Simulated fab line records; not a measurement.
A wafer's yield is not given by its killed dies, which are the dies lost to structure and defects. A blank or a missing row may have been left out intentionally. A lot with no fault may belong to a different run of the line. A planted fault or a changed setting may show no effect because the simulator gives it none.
Lot-split experiment	flow gf180mcu	5 lots, 23 wafers read, on a route of 602 steps

ABOUT THE SPLIT
At GF_VT_IMPLANT_IMPLANT_19, the setting energyKev was moved away from the recipe's 100 on 11 of the 23 wafers read, by +3.6% to +8.2%. For the rest of the wafers, this setting stayed at what the recipe calls for.

The split's own step is where the reading is taken.

THE READING
implant.drpNm (the simulator's own value, which no gauge read), in nm, at GF_VT_IMPLANT_IMPLANT_19. The file gives no usual value for it.

wafer	tool, chamber at the split	energyKev as run	against the recipe	implant.drpNm, nm	against lot-mates on the recipe
L075.1	implanter-03, 0	100	recipe	24.08	-
L075.3	implanter-03, 0	100	recipe	24.08	-
L075.4	implanter-03, 0	108.2	+8.2%	25.7	+1.62
L075.5	implanter-03, 0	108.2	+8.2%	25.7	+1.62
L075.6	implanter-03, 0	108.2	+8.2%	25.7	+1.62
L076.3	implanter-04, 0	100	recipe	24.08	-
L076.4	implanter-04, 0	100	recipe	24.08	-
L076.6	implanter-04, 0	100	recipe	24.08	-
L079.2	implanter-02, 0	100	recipe	24.08	-
L079.5	implanter-02, 0	100	recipe	24.08	-
L079.3	implanter-02, 0	106.9	+6.9%	25.44	+1.36
L079.4	implanter-02, 0	106.9	+6.9%	25.44	+1.36
L079.6	implanter-02, 0	106.9	+6.9%	25.44	+1.36
L083.1	implanter-03, 0	100	recipe	24.08	-
L083.3	implanter-03, 0	100	recipe	24.08	-
L083.5	implanter-03, 0	100	recipe	24.08	-
L083.2	implanter-03, 0	105.8	+5.8%	25.23	+1.15
L083.6	implanter-03, 0	105.8	+5.8%	25.23	+1.15
L084.1	implanter-03, 0	103.6	+3.6%	24.79	+0.71
L084.4	implanter-03, 0	103.6	+3.6%	24.79	+0.71
L084.6	implanter-03, 0	103.6	+3.6%	24.79	+0.71
L084.2	implanter-03, 0	100	recipe	24.08	-
L084.3	implanter-03, 0	100	recipe	24.08	-

THE FIT
A straight line over all 23 wafers: implant.drpNm changes by +0.197 nm for each +1% of energyKev; r = +1.00; the points scatter about the line by 0.0018 nm.
The same after taking each lot's own level away (the mean of its wafers on the recipe; 23 wafers): +0.197 nm for each +1%; r = +1.00; scatter 0.0018 nm.
On that fit, the largest move of energyKev shifts the reading by 1.6 nm.
The lots' own levels span 24.080 to 24.080 nm.
The two slopes agree, so the slope changes little with the lot-to-lot level.
Check: +1.62 nm against its lot-mates is what the line predicts for one of the wafers moved furthest among these (+8.2%) when that wafer is left out of the fit. It came out at +1.62 nm against them.

OTHER SPLITS APPLIED TO THESE WAFERS
Note: prior to the reading, these wafers also went through further splits. Each is held against what the fit with the lots' levels taken away leaves over:
other split on the same wafers	wafers away from the commonest value	r with implant.drpNm (lot level and that fit taken away)
GF_STI_CVD_03 timeS	10	+0.03
GF_STI_DEVELOP_11 developTimeS	8	+0.10
GF_DNWELL_STRIP_08 platenTempC	9	-0.12
GF_LVPWELL_IMPLANT_08 doseCm2	10	-0.30
GF_MVSD_COAT_02 resistThkNm	10	+0.32
GF_MVPSD_IMPLANT_08 doseCm2	7	+0.13
GF_VT_IMPLANT_COAT_02 spinRpm	9	+0.09
GF_VT_IMPLANT_COAT_13 spinRpm	11	+0.34

THE WHOLE CHAIN: every reading that the file lists as answering this split, in the file's order
step	what it does	reading	change (the file's fit)	r (the file's)
GF_VT_IMPLANT_IMPLANT_19		implant.rpNm (the simulator's own value, which no gauge read)	+0.517 nm for each +1% of the setting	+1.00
GF_VT_IMPLANT_IMPLANT_19		implant.drpNm (the simulator's own value, which no gauge read)	+0.197 nm for each +1% of the setting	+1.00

THE FILE'S OWN FIT
implant.drpNm changes by +0.197 nm for each +1% of energyKev, r = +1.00.
